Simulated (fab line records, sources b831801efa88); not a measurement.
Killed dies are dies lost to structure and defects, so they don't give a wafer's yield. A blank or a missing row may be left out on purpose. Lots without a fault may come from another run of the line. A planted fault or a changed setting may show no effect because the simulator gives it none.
fab line records | flow gf180mcu
record lots=14 wafers=42 last_day=34
route steps=602 shown LVPWELL@60 VT_IMPLANT@108
lots that met no fault: from a run of the same line without faults
start_h: hours from the record's first day to the start of the lot's first wafer shown | wait_h: hours since the lot's step before | " the same as in the row above | L1.1+2: a row that stands for several wafers | - no value, or no start given | * or withheld: withheld | < > ~ a bound
route shown NAME@n: a module of which the file shows steps, and the number in the route of the first | usual: mean/standard deviation of fault-free wafers | same: alike in all rows | chamber/n: place in a boat | sites: the reading at each site | _std_site: their standard deviation | _edge_site: outer sites' mean less inner sites' | radius_mm: how far each site lies from the wafer's centre | mask NAME#n: copy n | behind: the tool/chamber that last shaped the wafer | hold: why the lot was held/for how many hours/how that ended | device: the transistor (n, p or np) that didn't switch | end of line: the same wafers' tests at the end of the route | a step without rows: its recipe alone | killed: dies lost to structure and defects at the first sort, not the wafer's yield | map: a wafer's dies, x killed, . not, _ none there
set.NAME: the setting as run; set.NAME@STEP: as run at that earlier step | model.NAME: the simulator's own value behind a step, which no gauge read
steps of the route over a sample of lots; a table a step, a row a wafer
services: from which hour (start_h, from the record's first day; less than 0 if before it) a tool's chamber was out of use, for how many hours, and why
## steps
# step GF_LVPWELL_DEVELOP_06
# recipe wall_angle_deg=90 develop_time_s=60 dev_temp_c=23
# usual chill_plate_temp_C=23.00/0.1 develop_time_s=60/0
# columns lot.wafer tool chamber start_h wait_h chill_plate_temp_C develop_time_s
L641.1 litho_track-01 0 69 - 23.04 60
L641.3 " 0 " " 23.03 60
L641.5 " 0 " " 23.00 60
L642.3 litho_track-01 0 73 - 23.18 60
L642.4 " 0 " " 23.01 60
L642.5 " 0 " " 23.05 60
L646.1 litho_track-04 0 96 - 22.88 60
L646.2 " 0 " " 22.91 60
L646.5 " 0 " " 23.05 60
L647.2 litho_track-02 0 100 - 22.87 60
L647.3 " 0 " " 23.02 60
L647.4 " 0 101 - 23.08 60
L648.1 litho_track-04 0 108 - 23.11 60
L648.4 " 0 " " 22.98 60
L648.5 " 0 " " 23.06 60
L650.1 litho_track-04 0 117 - 23.01 60
L650.3 " 0 " " 22.89 60
L650.4 " 0 " " 22.90 60
L651.3 litho_track-04 0 124 - 23.02 60
L651.5 " 0 " " 23.15 60
L651.6 " 0 " " 22.98 60
L652.2 litho_track-04 0 131 - 22.95 60
L652.3 " 0 " " 22.87 60
L652.6 " 0 " " 23.05 60
L654.1 litho_track-02 0 143 - 22.92 60
L654.2 " 0 " " 22.86 60
L654.4 " 0 " " 22.95 60
L657.1 litho_track-02 0 158 - 22.99 60
L657.3 " 0 " " 23.15 60
L657.5 " 0 " " 23.08 60
L659.4 litho_track-04 - 170 - - -
L659.5 " - " " - -
L659.6 " - " " - -
L660.1 litho_track-01 - 176 - - -
L660.3 " - 177 - - -
L660.4 " - " " - -
L663.1 litho_track-04 0 191 - 23.06 60
L663.4 " 0 " " 22.98 60
L663.5 " 0 " " 23.00 60
L664.1 litho_track-02 0 199 - 22.97 60
L664.2 " 0 " " 22.94 60
L664.4 " 0 " " 22.99 60
# step GF_LVPWELL_OVL_MEAS_07
# usual LVPWELL_OVL=-0.1/1.5
# columns lot.wafer tool chamber start_h wait_h LVPWELL_OVL[nm]
L641.1 overlay-01 - 70.03 - -2.0
L641.3 " - " " -0.8
L641.5 " - " " -0.7
L642.3 overlay-01 - 73.39 - -0.2
L642.4 " - " " -1.0
L642.5 " - " " -1.4
L646.1 overlay-02 - 96.65 - 2.1
L646.2 " - " " 2.2
L646.5 " - " " 1.6
L647.2 overlay-02 - 101.08 - 0.4
L647.3 " - " " -0.3
L647.4 " - " " -0.9
L648.1 overlay-02 - 108.80 - -0.8
L648.4 " - " " -0.5
L648.5 " - " " -1.1
L650.1 overlay-01 - 117.85 - 2.7
L650.3 " - " " 1.2
L650.4 " - " " 0.4
L651.3 overlay-01 - 124.56 - -2.1
L651.5 " - " " -3.7
L651.6 " - " " -1.6
L652.2 overlay-01 - 131.76 - 0.0
L652.3 " - " " 0.9
L652.6 " - " " 0.7
L654.1 overlay-02 - 143.48 - -0.9
L654.2 " - " " 0.0
L654.4 " - " " -0.9
L657.1 overlay-01 - 158.33 - 3.8
L657.3 " - " " 1.7
L657.5 " - " " 1.3
L659.4 overlay-01 - 170.77 - -
L659.5 " - " " -
L659.6 " - " " -
L660.1 overlay-01 - 177.13 - -
L660.3 " - " " -
L660.4 " - " " -
L663.1 overlay-02 - 191.75 - 1.3
L663.4 " - " " -0.2
L663.5 " - " " 1.2
L664.1 overlay-02 - 199.63 - 0.2
L664.2 " - " " 0.8
L664.4 " - " " 2.1
# step GF_LVPWELL_STRIP_10
# recipe chemistry=O2/N2 power_w=1400 pressure_mtorr=1500 platen_temp_c=250 o2_flow_sccm=3000 n2_flow_sccm=300 overash_fraction=0.5
# usual drypump_motor_current_A=5.8/0.4 heater_power_w=312/32 oes_product_au=0.722/0.0046 platen_temp_c=249.98/0.18 strip_time_to_endpoint_s=36.94/0.091
# columns lot.wafer tool chamber start_h wait_h drypump_motor_current_A heater_power_w oes_product_au platen_temp_c rf_hours_counter_h strip_time_to_endpoint_s
L641.1 plasma_asher-02 1 70.37 0.1 5.4 334 0.712 250.06 29 36.97
L641.3 " 1 " " 5.4 333 0.721 250.16 - 36.95
L641.5 " 0 " " 5.7 313 0.720 250.06 - 37.01
L642.3 plasma_asher-02 1 73.75 0.1 5.4 321 0.715 250.03 - 36.80
L642.4 " 0 " " 5.7 314 0.727 250.14 - 36.86
L642.5 " 0 " " 5.7 306 0.716 249.88 - 36.86
L646.1 plasma_asher-04 1 96.99 0.1 5.3 287 0.723 249.95 42 36.82
L646.2 " 0 " " 6.4 364 0.727 249.98 42 36.77
L646.5 " 0 " " 6.4 359 0.716 249.98 - 36.83
L647.2 plasma_asher-03 1 101.41 0.1 5.7 305 0.718 249.70 43 36.76
L647.3 " 1 " " 5.7 297 0.727 249.76 - 36.87
L647.4 " 0 " " 6.2 266 0.718 250.12 - 37.03
L648.1 plasma_asher-02 0 109.14 0.1 5.7 311 0.723 249.97 33 36.94
L648.4 " 0 " " 5.7 304 0.722 250.06 - 37.03
L648.5 " 1 " " 5.4 328 0.718 249.74 - 37.09
L650.1 plasma_asher-02 1 118.19 0.1 5.3 342 0.725 250.07 35 36.82
L650.3 " 1 " " 5.4 337 0.719 249.96 - 36.85
L650.4 " 0 " " 5.7 305 0.721 249.71 - 36.82
L651.3 plasma_asher-03 0 124.92 0.1 6.2 260 0.721 250.13 - 36.91
L651.5 " 1 " " 5.7 322 0.719 250.03 - 36.83
L651.6 " 0 " " 6.2 266 0.722 249.96 - 36.86
L652.2 plasma_asher-04 1 132.09 0.1 5.3 286 0.725 250.00 47 37.01
L652.3 " 0 " " 6.4 355 0.724 249.76 - 37.07
L652.6 " 0 " " 6.4 352 0.725 249.98 - 37.12
L654.1 plasma_asher-03 0 143.81 0.1 6.2 268 0.725 249.76 2 36.91
L654.2 " 1 " " 5.8 323 0.724 249.96 2 36.87
L654.4 " 1 " " 5.7 318 0.727 249.91 - 36.93
L657.1 plasma_asher-03 1 158.66 0.1 5.7 326 0.724 250.13 4 36.88
L657.3 " 1 " " 5.7 321 0.718 249.95 - 36.81
L657.5 " 1 " " 5.7 322 0.725 250.11 - 36.96
L659.4 plasma_asher-03 0 171.12 0.1 6.2 262 0.725 250.06 - 37.05
L659.5 " 1 " " 5.7 327 0.726 250.06 - 36.90
L659.6 " 0 " " 6.2 272 0.728 250.04 - 36.97
L660.1 plasma_asher-04 1 177.47 0.1 5.3 292 0.719 250.01 51 36.97
L660.3 " 1 " " 5.3 299 0.729 250.16 - 36.85
L660.4 " 0 " " 6.4 359 0.723 250.17 - 37.02
L663.1 plasma_asher-03 1 192.09 0.1 5.7 325 0.732 250.06 7 36.85
L663.4 " 0 " " 6.2 262 0.726 249.62 - 36.95
L663.5 " 0 " " 6.2 266 0.714 249.66 - 36.97
L664.1 plasma_asher-03 0 199.96 0.1 6.2 268 0.722 250.07 8 37.04
L664.2 " 1 " " 5.7 320 0.724 249.79 8 37.03
L664.4 " 0 " " 6.2 261 0.727 250.30 - 37.05
# step GF_VT_IMPLANT_OVL_MEAS_18
# usual VT_IMPLANT_01_OVL=-1.3/1.2
# columns lot.wafer tool chamber start_h wait_h VT_IMPLANT_01_OVL[nm]
L641.1 overlay-01 - 127.75 0.1 -3.8
L641.3 " - " " -2.3
L641.5 " - " " -4.0
L642.3 overlay-01 - 130.79 0.1 -0.4
L642.4 " - " " -0.9
L642.5 " - " " -0.8
L646.1 overlay-01 - 157.98 0.1 0.1
L646.2 " - " " -2.1
L646.5 " - " " -1.1
L647.2 overlay-01 - 161.98 0.1 -0.6
L647.3 " - " " 0.1
L647.4 " - " " -1.0
L648.1 overlay-01 - 171.05 0.1 -1.3
L648.4 " - " " -1.3
L648.5 " - " " -0.8
L650.1 overlay-01 - 180.84 0.1 -0.4
L650.3 " - " " 0.9
L650.4 " - " " -0.5
L651.3 overlay-01 - 188.70 0.1 -2.2
L651.5 " - " " -1.9
L651.6 " - " " -1.6
L652.2 overlay-01 - 196.65 0.1 -0.4
L652.3 " - " " -0.8
L652.6 " - " " -1.5
L654.1 overlay-01 - 209.84 0.1 -0.5
L654.2 " - " " -1.4
L654.4 " - " " -1.3
L657.1 overlay-01 - 226.49 0.1 -1.4
L657.3 " - " " -1.2
L657.5 " - " " -1.6
L659.4 overlay-01 - 240.57 0.1 -1.7
L659.5 " - " " -0.8
L659.6 " - " " -0.5
L660.1 overlay-01 - 246.82 0.1 -3.2
L660.3 " - " " -1.7
L660.4 " - " " -2.5
L663.1 overlay-01 - 264.75 0.1 -0.5
L663.4 " - " " -2.1
L663.5 " - " " 0.2
L664.1 overlay-01 - 273.72 0.1 -1.5
L664.2 " - " " -2.3
L664.4 " - " " -1.9
## services
# columns tool chamber start_h hours kind
plasma_asher-03 - 84.23 0.8 repair
plasma_asher-03 - 104.10 5.7 repair
plasma_asher-03 - 109.80 9.0 pm
plasma_asher-03 0 109.80 9.0 vent_cycle
plasma_asher-03 1 109.80 9.0 vent_cycle
plasma_asher-03 0 118.80 - clean
plasma_asher-03 1 118.80 - clean
plasma_asher-03 - 172.79 2.3 repair
plasma_asher-04 - 190.49 6.7 repair
plasma_asher-02 - 194.82 6.0 repair
plasma_asher-04 - 197.32 4.5 repair
## key
first_sign step=GF_LVPWELL_DEVELOP_06 reading=tool_record direction=missing
effect none on later readings
met_at GF_LVPWELL_DEVELOP_06
struck_lots L659,L660
sort_left_out L659.4,L659.5,L659.6,L660.1,L660.3,L660.4
tester_left_out L659,L660
not_acting_at GF_LVPWELL_OVL_MEAS_07,GF_LVPWELL_STRIP_10,GF_VT_IMPLANT_OVL_MEAS_18
onset_between 131 170
fault kind=skipped_step_whole tool=litho_track-01,litho_track-04 chamber=- onset_h=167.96 steps=GF_LVPWELL_DEVELOP_06 scope=struck_lots_only
# tester_left_out: of these lots the tester's yield and bins aren't shown, on N5 and GAA mostly nor the transistor test; their killed dies are dies lost to structure and defects alone, not to doping, threshold or leakage, so they don't give the yield
# sort_left_out: the simulated sort isn't trusted on such a fault, so these wafers' sort isn't shown, and their yield isn't known
